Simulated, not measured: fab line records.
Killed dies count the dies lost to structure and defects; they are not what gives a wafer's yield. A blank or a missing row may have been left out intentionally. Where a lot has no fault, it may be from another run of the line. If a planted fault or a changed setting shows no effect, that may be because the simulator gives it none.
Matching of chambers | flow sky130 | 4 sister chambers for SKY_FIELD_ISO_CMP_27 on cmp-02
The step polishes, stops on Si3N4, t overpolish 16 s, target thk 457.8 nm. 4 wafers are shown with their chamber, then 7 later ones without.

EACH WAFER AND ITS CHAMBER
wafer  | chamber | motor current A (A)
L766.3 | 2       | 14.0
L766.5 | 3       | 9.5
L768.1 | 1       | 12.8
L768.2 | 0       | 10.9

WAFERS WHOSE CHAMBER IS MISSING
wafer  | motor current A (A)
L768.4 | 9.6
L780.2 | 9.4
L780.3 | 14.3
L780.4 | 12.1
L781.2 | 13.1
L781.3 | 9.7
L781.4 | 11.9

EACH ONE'S CHAMBER
wafer  | from the rows above     | in truth
L768.4 | 3                       | 3
L780.2 | 3                       | 3
L780.3 | 2                       | 2
L780.4 | can't be placed: 1 or 0 | 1
L781.2 | can't be placed: 1 or 2 | 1
L781.3 | 3                       | 3
L781.4 | can't be placed: 1 or 0 | 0
Correct placement for 4 of the 7. From these rows, 3 cannot be placed; in 3 the true chamber is one of the candidates. Wrongly placed: 0.
How it was worked out, from the rows above alone: a wafer's distance from a chamber is the root of the sum, over the readings, of the square of ((its reading less the chamber's mean) divided by the reading's scatter). The wafer belongs to the nearest chamber; if the next one is less than 2 further off, it can't be placed. The mean given for a chamber averages the wafers shown for that chamber. The scatter: with one shown wafer a chamber, the root of the mean of the squares of how far each hidden wafer lies from its nearest shown one.
